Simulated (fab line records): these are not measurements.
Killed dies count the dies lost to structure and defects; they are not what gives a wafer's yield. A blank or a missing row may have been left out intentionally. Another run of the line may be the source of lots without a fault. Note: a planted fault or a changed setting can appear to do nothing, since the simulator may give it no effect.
Which tool is to blame? + flow gf180mcu + Sampling: 6 lots, 18 wafers, 3 of 602 route steps

== WHAT THE GAUGES SHOWED, per wafer ==
GF_LVPWELL_TW_MEAS_11.
| lot  | measured    | on            | LVPWELL_TW  |
|------|-------------|---------------|-------------|
| L770 | day 4 13:19 | film-metro-03 | 560 564 561 |
| L773 | day 5 07:59 | film-metro-03 | 564 562 565 |
| L779 | day 6 11:23 | film-metro-01 | 565 568 564 |
| L782 | day 7 04:23 | film-metro-01 | 566 567 565 |
| L784 | day 7 13:26 | film-metro-03 | 562 562 556 |
| L789 | day 8 18:53 | film-metro-03 | 562 560 561 |

== EACH LOT AND THE TOOL THAT RAN IT (in order: tool; ch and the chambers of the sampled wafers; start) ==
| lot  | GF_DNWELL_COAT_02                | GF_DNWELL_STRIP_08                  |
|------|----------------------------------|-------------------------------------|
| L770 | litho-track-04 ch 0, day 3 02:25 | plasma-asher-04 ch 0,1, day 3 09:04 |
| L773 | litho-track-01 ch 0, day 3 13:56 | plasma-asher-02 ch 0,1, day 3 20:19 |
| L779 | litho-track-04 ch 0, day 4 20:59 | plasma-asher-02 ch 0,1, day 5 04:26 |
| L782 | litho-track-04 ch 0, day 5 14:21 | plasma-asher-02 ch 0,1, day 5 21:39 |
| L784 | litho-track-04 ch 0, day 5 22:30 | plasma-asher-02 ch 0,1, day 6 06:30 |
| L789 | litho-track-01 ch 0, day 7 01:59 | plasma-asher-02 ch 0,1, day 7 09:53 |
- GF_DNWELL_COAT_02: resist thk 3000 nm.
- GF_DNWELL_STRIP_08: strips in O2/N2.

== THE ANSWER, worked out from the rows above alone ==
Rule: the usual values come from the lots themselves. Put in order of their means at a reading, lots are off if they are a third of the lots or fewer, leave a main group of 4 or more, and stand apart from it by a gap of 3 or more times the standard deviation of the main group's means; of several such gaps the widest counts. A main group is skipped when, at the precision printed for the reading in the tables above, its means are all equal. Also off: a lot with no number at a reading for which 4 or more lots have one. All remaining lots with rows at the step are treated as sound.
No lot is off on any of the readings shown, so nothing can be concluded from this.

== WHAT WAS PUT IN BY THE SIMULATOR ==
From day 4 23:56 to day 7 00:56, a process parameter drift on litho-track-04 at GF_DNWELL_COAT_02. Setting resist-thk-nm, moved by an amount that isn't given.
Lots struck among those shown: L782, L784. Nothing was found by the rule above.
